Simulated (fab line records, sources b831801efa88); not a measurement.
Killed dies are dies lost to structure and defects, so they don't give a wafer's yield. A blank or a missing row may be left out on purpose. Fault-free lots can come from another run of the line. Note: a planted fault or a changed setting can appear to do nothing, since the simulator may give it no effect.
fab line records ; flow gf180mcu ; part 1 of 2: steps 1 to 24 of 32
record: lots: 5; wafers: 15; lastDay: 33
route steps=602 shown V4@498 MIM@503 M5@526
lots untouched by any fault: they come from a run of this same line in which no faults occurred
startH: the number of hours between the record's first day and the start of the first shown wafer of the lot ; waitH: time in hours since the lot's previous step ; " unchanged from the row above ; L1.1+2: a single row standing in for several wafers ; - no value, or no start was given ; * or withheld: withheld ; < > ~ a bound
route shown NAME@n: a module of which the file shows steps, and the number in the route of the first ; usual: mean/standard deviation of fault-free wafers ; same: alike in all rows ; chamber/n: place in a boat ; sites: readings site by site ; _std_site: standard deviation across them ; _edge_site: outer sites' mean less inner sites' ; radiusMm: for every site, how far away it sits from the centre of the wafer ; mask NAME#n: copy n ; behind: the most recent tool/chamber to have shaped the wafer ; hold: why the lot was held/for how many hours/how that ended ; device: the n, p or np transistor that did not switch ; end of line: the tests these same wafers got at the end of their route ; where a step has no rows: the recipe by itself ; killed: not the wafer's yield, but the dies lost to structure and defects at the first sort ; map: a wafer's dies, marking killed ones x, the rest . and places with no die _
set.NAME: the setting the step ran with; set.NAME@STEP: the setting that earlier step ran with ; model.NAME: the simulator's own value behind a step, which no gauge read
lots at some steps of the route; a table a step, a row a wafer
services: from which hour (startH, from the record's first day; less than 0 if before it) a tool's chamber was out of use, for how many hours, and why
== steps ==
step: GF_V4_SPUTTER_22
recipe: material: TiN; targetThkNm: 10; chamberPressurePa: 5; powerW: 4000; timeS: 40
usual: throttleValvePct: 30.2/1.2
lot.wafer;tool;chamber;startH;waitH;throttleValvePct
L074.2;pvdSputter-03;-;561.60;0.0;32.2
L074.4;pvdSputter-03;-;561.60;0.0;29.9
L074.6;pvdSputter-03;-;561.60;0.0;32.2
L084.2;pvdSputter-02;-;649.48;0.0;30.2
L084.4;pvdSputter-02;-;649.48;0.0;31.9
L084.6;pvdSputter-02;-;649.48;0.0;31.7
L088.2;pvdSputter-04;-;671.71;0.0;29.9
L088.3;pvdSputter-04;-;671.71;0.0;30.8
L088.4;pvdSputter-04;-;671.71;0.0;28.9
L092.1;pvdSputter-04;-;695.10;0.0;29.1
L092.2;pvdSputter-04;-;695.10;0.0;31.3
L092.6;pvdSputter-04;-;695.10;0.0;29.7
L093.1;pvdSputter-04;-;703.37;0.0;29.6
L093.2;pvdSputter-04;-;703.37;0.0;30.1
L093.5;pvdSputter-04;-;703.37;0.0;31.0
step: GF_V4_CVD_23
recipe: material: W; targetThkNm: 350; timeS: 104.9; tempC: 400; pressureTorr: 40
usual: heaterPowerW: 894/58
lot.wafer;tool;chamber;startH;waitH;heaterPowerW
L074.2;cvdW-02;1;561.68;0.1;829
L074.4;cvdW-02;1;561.68;0.1;839
L074.6;cvdW-02;1;561.68;0.1;825
L084.2;cvdW-02;0;649.52;0.0;1012
L084.4;cvdW-02;0;649.52;0.0;988
L084.6;cvdW-02;0;649.52;0.0;997
L088.2;cvdW-01;1;671.75;0.0;895
L088.3;cvdW-01;0;671.75;0.0;852
L088.4;cvdW-01;1;671.75;0.0;927
L092.1;cvdW-01;1;695.14;0.0;956
L092.2;cvdW-01;0;695.14;0.0;863
L092.6;cvdW-01;0;695.14;0.0;853
L093.1;cvdW-02;0;703.41;0.0;1005
L093.2;cvdW-02;1;703.41;0.0;843
L093.5;cvdW-02;0;703.41;0.0;984
step: GF_V4_RS_MEAS_24
recipe: thkMeasGauge: four-point-probe; reads: W_of_V4_CVD_23+TiN_of_V4_SPUTTER_22+Ti_of_V4_SPUTTER_21
usual: V4_W_RS: 0.326/0.0034
lot.wafer;tool;chamber;startH;waitH;V4_W_RS[ohm/sq]
L074.2;filmMetro-01;-;561.89;0.2;0.327
L074.4;filmMetro-01;-;561.89;0.2;0.326
L074.6;filmMetro-01;-;561.89;0.2;0.327
L084.2;filmMetro-04;-;649.65;0.1;0.323
L084.4;filmMetro-04;-;649.65;0.1;0.325
L084.6;filmMetro-04;-;649.65;0.1;0.325
L088.2;filmMetro-04;-;671.88;0.1;0.325
L088.3;filmMetro-04;-;671.88;0.1;0.322
L088.4;filmMetro-04;-;671.88;0.1;0.323
L092.1;filmMetro-04;-;695.25;0.1;0.326
L092.2;filmMetro-04;-;695.25;0.1;0.328
L092.6;filmMetro-04;-;695.25;0.1;0.326
L093.1;filmMetro-01;-;703.52;0.1;0.324
L093.2;filmMetro-01;-;703.52;0.1;0.330
L093.5;filmMetro-01;-;703.52;0.1;0.323
step: GF_V4_THK_MEAS_25
recipe: thkMeasGauge: xrf; reads: W_of_V4_CVD_23
usual: V4_W_THK: 362/5.7
lot.wafer;tool;chamber;startH;waitH;V4_W_THK[nm]
L074.2;filmMetro-01;-;562.00;0.1;359
L074.4;filmMetro-01;-;562.00;0.1;360
L074.6;filmMetro-01;-;562.00;0.1;358
L084.2;filmMetro-04;-;649.76;0.1;368
L084.4;filmMetro-04;-;649.76;0.1;366
L084.6;filmMetro-04;-;649.76;0.1;366
L088.2;filmMetro-04;-;671.99;0.1;367
L088.3;filmMetro-04;-;671.99;0.1;371
L088.4;filmMetro-04;-;671.99;0.1;367
L092.1;filmMetro-04;-;695.37;0.1;368
L092.2;filmMetro-04;-;695.37;0.1;364
L092.6;filmMetro-04;-;695.37;0.1;366
L093.1;filmMetro-01;-;703.64;0.1;357
L093.2;filmMetro-01;-;703.64;0.1;351
L093.5;filmMetro-01;-;703.64;0.1;360
step: GF_V4_CMP_26
recipe: stopOn: SiO2; downForcePsi: 3.5; platenRpm: 60; tOverpolishS: 15; targetThkNm: 0; padVelocityMS: 0.94248
usual: motorCurrentA: 10.9/0.77; overpolishRunS: 15.000/0.0082; slurryFilterDpKPa: 13.48/0.14; timeToEndpointS: 87/5.2
lot.wafer;tool;chamber;startH;waitH;motorCurrentA;overpolishRunS;slurryFilterDpKPa;timeToEndpointS
L074.4;cmp-01;0;562.16;0.1;9.5;14.984;13.66;80
L074.2;cmp-01;3;562.16;0.1;10.9;15.006;13.47;87
L074.6;cmp-01;0;562.16;0.1;8.9;15.005;13.62;76
L084.2;cmp-01;2;649.81;0.0;11.8;15.012;13.52;95
L084.4;cmp-01;3;649.81;0.0;11.2;14.980;13.46;84
L084.6;cmp-01;3;649.81;0.0;10.5;15.001;13.49;83
L088.3;cmp-01;0;672.04;0.0;9.4;15.003;13.49;80
L088.2;cmp-01;2;672.04;0.0;11.6;14.994;13.58;98
L088.4;cmp-01;3;672.04;0.0;10.5;14.995;13.50;92
L092.1;cmp-02;2;695.43;0.1;10.8;14.986;13.43;86
L092.2;cmp-02;3;695.43;0.1;11.2;15.003;13.47;91
L092.6;cmp-02;2;695.43;0.1;11.2;14.991;13.42;89
L093.2;cmp-02;1;703.70;0.0;10.2;14.987;13.50;94
L093.1;cmp-02;2;703.70;0.0;11.2;15.013;13.59;87
L093.5;cmp-02;2;703.70;0.0;10.5;15.004;13.38;88
step: GF_MIM_SPUTTER_00
recipe: material: Ti; targetThkNm: 37.5; arrivingIonEnergyEv: 80; substrateTempC: 200; chamberPressurePa: 2; powerW: 4000; timeS: 150
usual: substrateTempC: 199.98/0.17; throttleValvePct: 29.8/1.4
lot.wafer;tool;chamber;startH;waitH;substrateTempC;throttleValvePct
L074.2;pvdSputter-01;-;562.46;0.1;200.15;30.8
L074.4;pvdSputter-01;-;562.46;0.1;200.16;28.7
L074.6;pvdSputter-01;-;562.46;0.1;200.08;29.8
L084.2;pvdSputter-02;-;650.13;0.3;200.14;30.5
L084.4;pvdSputter-02;-;650.13;0.3;199.79;31.8
L084.6;pvdSputter-02;-;650.13;0.3;200.15;29.2
L088.2;pvdSputter-02;-;672.34;0.1;200.12;30.1
L088.3;pvdSputter-02;-;672.34;0.1;199.88;30.9
L088.4;pvdSputter-02;-;672.34;0.1;199.97;29.2
L092.1;pvdSputter-03;-;695.73;0.2;200.05;30.7
L092.2;pvdSputter-03;-;695.73;0.2;200.05;32.5
L092.6;pvdSputter-03;-;695.73;0.2;200.06;30.3
L093.1;pvdSputter-03;-;704.00;0.2;199.87;32.3
L093.2;pvdSputter-03;-;704.00;0.2;200.13;30.9
L093.5;pvdSputter-03;-;704.00;0.2;200.07;30.0
step: GF_MIM_SPUTTER_01
recipe: material: TiN; targetThkNm: 30; powerW: 6500; timeS: 25; chamberPressurePa: 0.4
usual: throttleValvePct: 29.8/1.4
lot.wafer;tool;chamber;startH;waitH;throttleValvePct
L074.2;pvdSputter-01;-;562.56;0.1;30.8
L074.4;pvdSputter-01;-;562.56;0.1;28.9
L074.6;pvdSputter-01;-;562.56;0.1;29.9
L084.2;pvdSputter-02;-;650.23;0.1;30.3
L084.4;pvdSputter-02;-;650.23;0.1;32.0
L084.6;pvdSputter-02;-;650.23;0.1;29.1
L088.2;pvdSputter-02;-;672.44;0.1;30.4
L088.3;pvdSputter-02;-;672.44;0.1;31.1
L088.4;pvdSputter-02;-;672.44;0.1;29.1
L092.1;pvdSputter-03;-;695.83;0.1;30.7
L092.2;pvdSputter-03;-;695.83;0.1;32.6
L092.6;pvdSputter-03;-;695.83;0.1;30.6
L093.1;pvdSputter-03;-;704.10;0.1;32.4
L093.2;pvdSputter-03;-;704.10;0.1;30.9
L093.5;pvdSputter-03;-;704.10;0.1;29.8
step: GF_MIM_SPUTTER_02
recipe: material: AlCu; targetThkNm: 450; powerW: 10600; timeS: 23.9; chamberPressurePa: 0.4
usual: throttleValvePct: 29.8/1.4
lot.wafer;tool;chamber;startH;waitH;throttleValvePct
L074.2;pvdSputter-01;-;562.59;0.0;30.5
L074.4;pvdSputter-01;-;562.59;0.0;28.8
L074.6;pvdSputter-01;-;562.59;0.0;30.0
L084.2;pvdSputter-02;-;650.27;0.0;30.1
L084.4;pvdSputter-02;-;650.27;0.0;31.8
L084.6;pvdSputter-02;-;650.27;0.0;29.2
L088.2;pvdSputter-02;-;672.47;0.0;30.4
L088.3;pvdSputter-02;-;672.47;0.0;30.8
L088.4;pvdSputter-02;-;672.47;0.0;29.1
L092.1;pvdSputter-03;-;695.87;0.0;30.9
L092.2;pvdSputter-03;-;695.87;0.0;32.6
L092.6;pvdSputter-03;-;695.87;0.0;30.4
L093.1;pvdSputter-03;-;704.13;0.0;32.6
L093.2;pvdSputter-03;-;704.13;0.0;30.7
L093.5;pvdSputter-03;-;704.13;0.0;29.9
step: GF_MIM_SPUTTER_03
recipe: material: Ti; targetThkNm: 10; substrateTempC: 300; chamberPressurePa: 0.3; powerW: 3000; timeS: 6.7
usual: substrateTempC: 299.99/0.21; throttleValvePct: 29.8/1.4
lot.wafer;tool;chamber;startH;waitH;substrateTempC;throttleValvePct
L074.2;pvdSputter-01;-;562.62;0.0;299.85;30.4
L074.4;pvdSputter-01;-;562.62;0.0;300.10;28.9
L074.6;pvdSputter-01;-;562.62;0.0;300.03;30.0
L084.2;pvdSputter-02;-;650.30;0.0;299.69;30.4
L084.4;pvdSputter-02;-;650.30;0.0;300.00;31.9
L084.6;pvdSputter-02;-;650.30;0.0;299.76;28.9
L088.2;pvdSputter-02;-;672.50;0.0;300.24;30.6
L088.3;pvdSputter-02;-;672.50;0.0;299.90;30.9
L088.4;pvdSputter-02;-;672.50;0.0;300.12;29.2
L092.1;pvdSputter-03;-;695.89;0.0;300.03;30.7
L092.2;pvdSputter-03;-;695.89;0.0;299.97;32.7
L092.6;pvdSputter-03;-;695.89;0.0;300.26;30.6
L093.1;pvdSputter-03;-;704.16;0.0;300.33;32.2
L093.2;pvdSputter-03;-;704.16;0.0;300.28;30.6
L093.5;pvdSputter-03;-;704.16;0.0;300.33;29.8
step: GF_MIM_SPUTTER_04
recipe: material: TiN; targetThkNm: 50; powerW: 6500; timeS: 41.7; chamberPressurePa: 0.4
usual: throttleValvePct: 29.8/1.4
lot.wafer;tool;chamber;startH;waitH;throttleValvePct
L074.2;pvdSputter-01;-;562.64;0.0;30.6
L074.4;pvdSputter-01;-;562.64;0.0;29.0
L074.6;pvdSputter-01;-;562.64;0.0;29.7
L084.2;pvdSputter-02;-;650.32;0.0;30.1
L084.4;pvdSputter-02;-;650.32;0.0;31.7
L084.6;pvdSputter-02;-;650.32;0.0;29.5
L088.2;pvdSputter-02;-;672.52;0.0;30.2
L088.3;pvdSputter-02;-;672.52;0.0;30.7
L088.4;pvdSputter-02;-;672.52;0.0;29.3
L092.1;pvdSputter-03;-;695.92;0.0;30.7
L092.2;pvdSputter-03;-;695.92;0.0;32.3
L092.6;pvdSputter-03;-;695.92;0.0;30.5
L093.1;pvdSputter-03;-;704.18;0.0;32.6
L093.2;pvdSputter-03;-;704.18;0.0;30.6
L093.5;pvdSputter-03;-;704.18;0.0;30.0
step: GF_MIM_CVD_05
recipe: material: Si3N4; targetThkNm: 42; tempMaxC: 400; tempC: 385; timeS: 29.086; rfW: 450
usual: heaterPowerW: 663/100
lot.wafer;tool;chamber;startH;waitH;heaterPowerW
L074.2;pecvd-03;1;562.68;0.0;766
L074.4;pecvd-03;2;562.68;0.0;613
L074.6;pecvd-03;0;562.68;0.0;764
L084.2;pecvd-04;0;650.36;0.0;654
L084.4;pecvd-04;2;650.36;0.0;482
L084.6;pecvd-04;1;650.36;0.0;574
L088.2;pecvd-04;2;672.56;0.0;533
L088.3;pecvd-04;1;672.56;0.0;557
L088.4;pecvd-04;0;672.56;0.0;725
L092.1;pecvd-03;1;695.96;0.0;778
L092.2;pecvd-03;0;695.96;0.0;879
L092.6;pecvd-03;0;695.96;0.0;890
L093.1;pecvd-03;1;704.22;0.0;773
L093.2;pecvd-03;0;704.22;0.0;840
L093.5;pecvd-03;1;704.22;0.0;783
step: GF_MIM_THK_MEAS_06
recipe: reads: Si3N4_of_MIM_CVD_05
usual: MIM_CVD_05_THK: 42.0/0.68
lot.wafer;tool;chamber;startH;waitH;MIM_CVD_05_THK[nm]
L074.2;filmMetro-02;-;562.72;0.0;41.9
L074.4;filmMetro-02;-;562.72;0.0;42.1
L074.6;filmMetro-02;-;562.72;0.0;43.4
L084.2;filmMetro-04;-;650.40;0.0;41.5
L084.4;filmMetro-04;-;650.40;0.0;42.5
L084.6;filmMetro-04;-;650.40;0.0;42.4
L088.2;filmMetro-03;-;672.61;0.0;41.1
L088.3;filmMetro-03;-;672.61;0.0;41.1
L088.4;filmMetro-03;-;672.61;0.0;41.4
L092.1;filmMetro-04;-;695.99;0.0;41.3
L092.2;filmMetro-04;-;695.99;0.0;42.1
L092.6;filmMetro-04;-;695.99;0.0;42.5
L093.1;filmMetro-04;-;704.25;0.0;41.7
L093.2;filmMetro-04;-;704.25;0.0;42.7
L093.5;filmMetro-04;-;704.25;0.0;42.2
step: GF_MIM_SPUTTER_07
recipe: material: TiN; targetThkNm: 60; powerW: 6500; timeS: 50; chamberPressurePa: 0.4
usual: throttleValvePct: 30.1/1.3
lot.wafer;tool;chamber;startH;waitH;throttleValvePct
L074.2;pvdSputter-02;-;562.77;0.0;30.7
L074.4;pvdSputter-02;-;562.77;0.0;31.8
L074.6;pvdSputter-02;-;562.77;0.0;30.5
L084.2;pvdSputter-03;-;650.45;0.0;30.2
L084.4;pvdSputter-03;-;650.45;0.0;30.5
L084.6;pvdSputter-03;-;650.45;0.0;29.9
L088.2;pvdSputter-01;-;672.66;0.0;29.7
L088.3;pvdSputter-01;-;672.66;0.0;30.5
L088.4;pvdSputter-01;-;672.66;0.0;28.9
L092.1;pvdSputter-01;-;696.05;0.1;30.3
L092.2;pvdSputter-01;-;696.05;0.1;29.1
L092.6;pvdSputter-01;-;696.05;0.1;29.9
L093.1;pvdSputter-01;-;704.31;0.1;30.4
L093.2;pvdSputter-01;-;704.31;0.1;28.7
L093.5;pvdSputter-01;-;704.31;0.1;30.7
step: GF_MIM_SPUTTER_08
recipe: material: AlCu; targetThkNm: 200; powerW: 10600; timeS: 10.6; chamberPressurePa: 0.4
usual: throttleValvePct: 30.0/1.4
lot.wafer;tool;chamber;startH;waitH;throttleValvePct
L074.2;pvdSputter-02;-;562.81;0.0;30.7
L074.4;pvdSputter-02;-;562.81;0.0;31.9
L074.6;pvdSputter-02;-;562.81;0.0;30.5
L084.2;pvdSputter-03;-;650.49;0.0;30.0
L084.4;pvdSputter-03;-;650.49;0.0;30.7
L084.6;pvdSputter-03;-;650.49;0.0;29.9
L088.2;pvdSputter-01;-;672.70;0.0;30.1
L088.3;pvdSputter-01;-;672.70;0.0;30.3
L088.4;pvdSputter-01;-;672.70;0.0;28.5
L092.1;pvdSputter-01;-;696.10;0.0;30.5
L092.2;pvdSputter-01;-;696.10;0.0;28.8
L092.6;pvdSputter-01;-;696.10;0.0;29.9
L093.1;pvdSputter-01;-;704.36;0.0;30.4
L093.2;pvdSputter-01;-;704.36;0.0;28.8
L093.5;pvdSputter-01;-;704.36;0.0;30.5
step: GF_MIM_SPUTTER_09
recipe: material: TiN; targetThkNm: 35; powerW: 6500; timeS: 30.2; chamberPressurePa: 0.4
usual: throttleValvePct: 30.1/1.4
lot.wafer;tool;chamber;startH;waitH;throttleValvePct
L074.2;pvdSputter-02;-;562.84;0.0;30.9
L074.4;pvdSputter-02;-;562.84;0.0;31.7
L074.6;pvdSputter-02;-;562.84;0.0;30.4
L084.2;pvdSputter-03;-;650.52;0.0;30.0
L084.4;pvdSputter-03;-;650.52;0.0;30.6
L084.6;pvdSputter-03;-;650.52;0.0;30.2
L088.2;pvdSputter-01;-;672.72;0.0;30.1
L088.3;pvdSputter-01;-;672.72;0.0;30.4
L088.4;pvdSputter-01;-;672.72;0.0;28.9
L092.1;pvdSputter-01;-;696.12;0.0;30.8
L092.2;pvdSputter-01;-;696.12;0.0;29.0
L092.6;pvdSputter-01;-;696.12;0.0;29.9
L093.1;pvdSputter-01;-;704.39;0.0;30.4
L093.2;pvdSputter-01;-;704.39;0.0;29.2
L093.5;pvdSputter-01;-;704.39;0.0;30.8
step: GF_MIM_RS_MEAS_10
recipe: thkMeasGauge: four-point-probe; reads: TiN_of_MIM_SPUTTER_09+AlCu_of_MIM_SPUTTER_08+TiN_of_MIM_SPUTTER_07
usual: MIM_ALCU_RS: 0.1591/0.002
lot.wafer;tool;chamber;startH;waitH;MIM_ALCU_RS[ohm/sq]
L074.2;filmMetro-04;-;562.89;0.0;0.1552
L074.4;filmMetro-04;-;562.89;0.0;0.1577
L074.6;filmMetro-04;-;562.89;0.0;0.1580
L084.2;filmMetro-04;-;650.57;0.0;0.1614
L084.4;filmMetro-04;-;650.57;0.0;0.1623
L084.6;filmMetro-04;-;650.57;0.0;0.1615
L088.2;filmMetro-03;-;672.78;0.0;0.1609
L088.3;filmMetro-03;-;672.78;0.0;0.1621
L088.4;filmMetro-03;-;672.78;0.0;0.1615
L092.1;filmMetro-02;-;696.16;0.0;0.1608
L092.2;filmMetro-02;-;696.16;0.0;0.1591
L092.6;filmMetro-02;-;696.16;0.0;0.1615
L093.1;filmMetro-04;-;704.42;0.0;0.1596
L093.2;filmMetro-04;-;704.42;0.0;0.1564
L093.5;filmMetro-04;-;704.42;0.0;0.1584
step: GF_MIM_THK_MEAS_11
recipe: thkMeasGauge: xrf; reads: AlCu_of_MIM_SPUTTER_08
usual: MIM_ALCU_THK: 199.7/2.4
lot.wafer;tool;chamber;startH;waitH;MIM_ALCU_THK[nm]
L074.2;filmMetro-04;-;563.00;0.1;204.4
L074.4;filmMetro-04;-;563.00;0.1;201.7
L074.6;filmMetro-04;-;563.00;0.1;201.7
L084.2;filmMetro-04;-;650.68;0.1;197.5
L084.4;filmMetro-04;-;650.68;0.1;195.2
L084.6;filmMetro-04;-;650.68;0.1;196.4
L088.2;filmMetro-03;-;672.89;0.1;196.8
L088.3;filmMetro-03;-;672.89;0.1;196.4
L088.4;filmMetro-03;-;672.89;0.1;197.1
L092.1;filmMetro-02;-;696.28;0.1;198.1
L092.2;filmMetro-02;-;696.28;0.1;198.1
L092.6;filmMetro-02;-;696.28;0.1;196.0
L093.1;filmMetro-04;-;704.54;0.1;198.8
L093.2;filmMetro-04;-;704.54;0.1;202.4
L093.5;filmMetro-04;-;704.54;0.1;199.8
step: GF_MIM_DEHYDRATE_12
recipe: tempC: 200; timeS: 60
usual: exhaustPa: 45.0/0.96; plateTempC: 199.98/0.18
lot.wafer;tool;chamber;startH;waitH;exhaustPa;plateTempC
L074.2;lithoTrack-03;0;572.87;9.9;44.0;199.95
L074.4;lithoTrack-03;0;572.87;9.9;43.8;199.87
L074.6;lithoTrack-03;0;572.87;9.9;44.7;199.95
L084.2;lithoTrack-04;0;659.31;8.6;46.2;199.74
L084.4;lithoTrack-04;0;659.31;8.6;46.6;199.83
L084.6;lithoTrack-04;0;659.31;8.6;44.6;199.93
L088.2;lithoTrack-01;0;681.53;8.6;45.5;199.97
L088.3;lithoTrack-01;0;681.53;8.6;44.8;200.02
L088.4;lithoTrack-01;0;681.53;8.6;44.2;199.91
L092.1;lithoTrack-03;0;704.69;8.4;44.3;200.27
L092.2;lithoTrack-03;0;704.69;8.4;43.2;200.21
L092.6;lithoTrack-03;0;704.69;8.4;43.2;200.28
L093.1;lithoTrack-03;0;712.34;7.8;43.7;199.94
L093.2;lithoTrack-03;0;712.34;7.8;44.2;200.02
L093.5;lithoTrack-03;0;712.34;7.8;44.8;200.08
step: GF_MIM_HMDS_13
recipe: primeTimeS: 60; primeTempC: 120
usual: exhaustPa: 44.9/0.86; primeTempC: 120.02/0.13
lot.wafer;tool;chamber;startH;waitH;exhaustPa;primeTempC
L074.2;lithoTrack-03;0;573.02;0.1;44.3;120.12
L074.4;lithoTrack-03;0;573.02;0.1;45.1;119.96
L074.6;lithoTrack-03;0;573.02;0.1;45.7;120.17
L084.2;lithoTrack-04;0;659.46;0.1;45.4;119.99
L084.4;lithoTrack-04;0;659.46;0.1;45.4;120.16
L084.6;lithoTrack-04;0;659.46;0.1;46.8;119.97
L088.2;lithoTrack-01;0;681.68;0.1;43.2;120.08
L088.3;lithoTrack-01;0;681.68;0.1;44.1;120.13
L088.4;lithoTrack-01;0;681.68;0.1;45.3;120.24
L092.1;lithoTrack-03;0;704.84;0.1;44.8;119.99
L092.2;lithoTrack-03;0;704.84;0.1;45.8;119.92
L092.6;lithoTrack-03;0;704.84;0.1;45.5;119.95
L093.1;lithoTrack-03;0;712.49;0.1;43.6;120.34
L093.2;lithoTrack-03;0;712.49;0.1;44.6;119.76
L093.5;lithoTrack-03;0;712.49;0.1;45.9;119.89
step: GF_MIM_COAT_14
recipe: resist: NOVOLAK; spinRpm: 3000; resistThkNm: 1000
usual: exhaustPa: 45.2/0.82
lot.wafer;tool;chamber;startH;waitH;exhaustPa
L074.2;lithoTrack-03;0;573.17;0.1;45.8
L074.4;lithoTrack-03;0;573.17;0.1;47.8
L074.6;lithoTrack-03;0;573.17;0.1;45.4
L084.2;lithoTrack-04;0;659.61;0.1;43.3
L084.4;lithoTrack-04;0;659.61;0.1;43.2
L084.6;lithoTrack-04;0;659.61;0.1;45.1
L088.2;lithoTrack-01;0;681.83;0.1;45.1
L088.3;lithoTrack-01;0;681.83;0.1;46.4
L088.4;lithoTrack-01;0;681.83;0.1;45.0
L092.1;lithoTrack-03;0;704.99;0.1;44.5
L092.2;lithoTrack-03;0;704.99;0.1;45.9
L092.6;lithoTrack-03;0;704.99;0.1;46.2
L093.1;lithoTrack-03;0;712.64;0.1;44.7
L093.2;lithoTrack-03;0;712.64;0.1;45.8
L093.5;lithoTrack-03;0;712.64;0.1;43.7
step: GF_MIM_SOFTBAKE_15
recipe: tempC: 90; timeS: 60; resist: NOVOLAK
usual: exhaustPa: 45.0/0.91; plateTempC: 90.02/0.12
lot.wafer;tool;chamber;startH;waitH;exhaustPa;plateTempC
L074.2;lithoTrack-03;0;573.32;0.1;45.8;90.09
L074.4;lithoTrack-03;0;573.32;0.1;44.7;90.10
L074.6;lithoTrack-03;0;573.32;0.1;46.1;89.94
L084.2;lithoTrack-04;0;659.76;0.1;44.4;90.02
L084.4;lithoTrack-04;0;659.76;0.1;44.8;89.99
L084.6;lithoTrack-04;0;659.76;0.1;44.9;89.88
L088.2;lithoTrack-01;0;681.98;0.1;47.0;89.98
L088.3;lithoTrack-01;0;681.98;0.1;44.5;90.01
L088.4;lithoTrack-01;0;681.98;0.1;46.9;89.94
L092.1;lithoTrack-03;0;705.14;0.1;45.6;90.01
L092.2;lithoTrack-03;0;705.14;0.1;44.4;90.03
L092.6;lithoTrack-03;0;705.14;0.1;45.1;90.14
L093.1;lithoTrack-03;0;712.79;0.1;45.9;89.93
L093.2;lithoTrack-03;0;712.79;0.1;44.4;89.92
L093.5;lithoTrack-03;0;712.79;0.1;46.1;90.19
step: GF_MIM_EXPOSE_16
recipe: maskId: FuseTop; targetCdNm: 2000; na: 0.6; sourceShape: conventional; sigmaOuter: 0.6; doseMj: 140
usual: reticleTempC: 23.01/0.12
lot.wafer;tool;chamber;startH;waitH;mask;reticleTempC
L074.2;ilineStepper-01;0;-;-;FuseTop#0;22.97
L074.4;ilineStepper-01;0;-;-;FuseTop#0;22.94
L074.6;ilineStepper-01;0;-;-;FuseTop#0;22.97
L084.2;ilineStepper-01;0;-;-;FuseTop#0;23.12
L084.4;ilineStepper-01;0;-;-;FuseTop#0;23.07
L084.6;ilineStepper-01;0;-;-;FuseTop#0;23.00
L088.2;ilineStepper-01;0;-;-;FuseTop#0;22.92
L088.3;ilineStepper-01;0;-;-;FuseTop#0;22.95
L088.4;ilineStepper-01;0;-;-;FuseTop#0;23.12
L092.1;ilineStepper-02;0;-;-;FuseTop#0;23.10
L092.2;ilineStepper-02;0;-;-;FuseTop#0;22.96
L092.6;ilineStepper-02;0;-;-;FuseTop#0;23.08
L093.1;ilineStepper-02;0;-;-;FuseTop#0;22.88
L093.2;ilineStepper-02;0;-;-;FuseTop#0;22.94
L093.5;ilineStepper-02;0;-;-;FuseTop#0;22.79
step: GF_MIM_PEB_17
recipe: tempC: withheld; timeS: *; resist: NOVOLAK
usual: exhaustPa: 45.2/0.91
lot.wafer;tool;chamber;startH;waitH;exhaustPa
L074.2;lithoTrack-04;0;-;-;44.1
L074.4;lithoTrack-04;0;-;-;46.0
L074.6;lithoTrack-04;0;-;-;43.0
L084.2;lithoTrack-04;0;-;-;44.3
L084.4;lithoTrack-04;0;-;-;45.6
L084.6;lithoTrack-04;0;-;-;44.5
L088.2;lithoTrack-04;0;-;-;44.3
L088.3;lithoTrack-04;0;-;-;45.4
L088.4;lithoTrack-04;0;-;-;46.4
L092.1;lithoTrack-03;0;-;-;45.3
L092.2;lithoTrack-03;0;-;-;43.6
L092.6;lithoTrack-03;0;-;-;44.2
L093.1;lithoTrack-01;0;-;-;45.7
L093.2;lithoTrack-01;0;-;-;45.1
L093.5;lithoTrack-01;0;-;-;44.8
step: GF_MIM_DEVELOP_18
recipe: developTimeS: 60; devTempC: 23
usual: exhaustPa: 44.9/0.85
lot.wafer;tool;chamber;startH;waitH;exhaustPa
L074.2;lithoTrack-04;0;583.76;0.1;45.0
L074.4;lithoTrack-04;0;583.76;0.1;45.0
L074.6;lithoTrack-04;0;583.76;0.1;45.0
L084.2;lithoTrack-04;0;670.06;0.1;43.2
L084.4;lithoTrack-04;0;670.06;0.1;44.8
L084.6;lithoTrack-04;0;670.06;0.1;45.3
L088.2;lithoTrack-04;0;691.61;0.1;46.6
L088.3;lithoTrack-04;0;691.61;0.1;45.1
L088.4;lithoTrack-04;0;691.61;0.1;45.6
L092.1;lithoTrack-03;0;713.39;0.1;44.1
L092.2;lithoTrack-03;0;713.39;0.1;45.7
L092.6;lithoTrack-03;0;713.39;0.1;45.2
L093.1;lithoTrack-01;0;721.35;0.1;43.8
L093.2;lithoTrack-01;0;721.35;0.1;44.8
L093.5;lithoTrack-01;0;721.35;0.1;44.7
